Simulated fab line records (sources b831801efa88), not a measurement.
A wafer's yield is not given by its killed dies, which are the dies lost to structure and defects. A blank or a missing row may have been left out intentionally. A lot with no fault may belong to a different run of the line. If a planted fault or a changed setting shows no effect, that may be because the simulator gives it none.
2 desks, one fault ; flow gf180mcu ; each desk has only its own numbers; what lay behind them comes last

FROM THE METROLOGY DESK
What the gauges read, lot by lot, whatever tool the lot ran on: means of the sampled wafers that have a number. If a lot's mean is further than 4 standard deviations from the usual mean, the lot is out of limits and carries the mark OUT (the distance appears in the brackets).
Columns: A = STI_OXIDATION_02_THK at GF_STI_THK_MEAS_30, usual 10.03 nm; B = VT_IMPLANT_2_TW at GF_VT_IMPLANT_TW_MEAS_21, usual 1219
lot;first seen here;A;B
L237;day 2 11:59;9.80;1237
L238;day 2 16:36;9.94;1219
L240;day 3 03:16;10.25;1237
L243;day 3 20:45;10.10;1239
L248;day 4 19:16;10.37;1208
L253;day 5 21:55;9.99;1211
L254;day 6 01:53;9.94;763 (-35) OUT
L255;day 6 08:10;10.06;768 (-35) OUT
L256;day 6 12:55;10.11;747 (-36) OUT
L257;day 6 18:30;10.11;1210
L258;day 6 22:59;10.10;1242
L259;day 7 06:35;10.04;1212
This desk finds L254, L255, L256 out of limits, with the earliest case on L254 at day 10 22:56 (VT_IMPLANT_2_TW at GF_VT_IMPLANT_TW_MEAS_21). L237, L238, L240, L243, L248, L253, L257, L258, L259 stayed within limits.

TOOL OWNER'S DESK, implanter-03
The tool's own readings at GF_VT_IMPLANT_IMPLANT_19: means of the sampled wafers that have a number, for each lot that ran on this tool. If a lot's mean is further than 4 standard deviations from the usual mean, the lot is out of limits and carries the mark OUT (the distance appears in the brackets).
Columns: A = dose_ions_cm2 at GF_VT_IMPLANT_IMPLANT_19, usual 4.349e+12; B = faraday_current_uA at GF_VT_IMPLANT_IMPLANT_19, usual 24.6
lot;first seen here;A;B
L237;day 6 11:20;4.351e+12;24.4
L240;day 7 07:59;4.355e+12;24.8
L243;day 8 06:52;4.346e+12;24.3
L254;day 10 22:40;9.790e+11 (-99 or more) OUT;5.5 (-33) OUT
L255;day 11 05:47;9.823e+11 (-99 or more) OUT;5.5 (-33) OUT
L256;day 11 11:17;9.800e+11 (-99 or more) OUT;5.7 (-33) OUT
Finding of this desk: L254, L255, L256 out of limits; the first was L254 at day 10 22:40, on dose_ions_cm2 at GF_VT_IMPLANT_IMPLANT_19. L237, L240, L243 stayed within limits.

PUT TOGETHER
At day 10 22:40, on L254, L255, L256, the tool owner's desk was in a position to raise an alarm.
On L254, L255, L256, the metrology desk was in a position to raise an alarm at day 10 22:56.
GF_VT_IMPLANT_IMPLANT_19 was run on implanter-03 by each of the lots named.

WHAT HAD BEEN PUT IN BY THE SIMULATOR
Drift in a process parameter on implanter-03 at GF_VT_IMPLANT_IMPLANT_19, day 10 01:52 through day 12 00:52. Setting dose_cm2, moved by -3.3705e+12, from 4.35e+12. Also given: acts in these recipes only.
Lots struck among those shown: L254, L255, L256.
Time in hours from fault onset to the first out-of-limits reading at each desk: tool owner's desk 21, metrology desk 21.
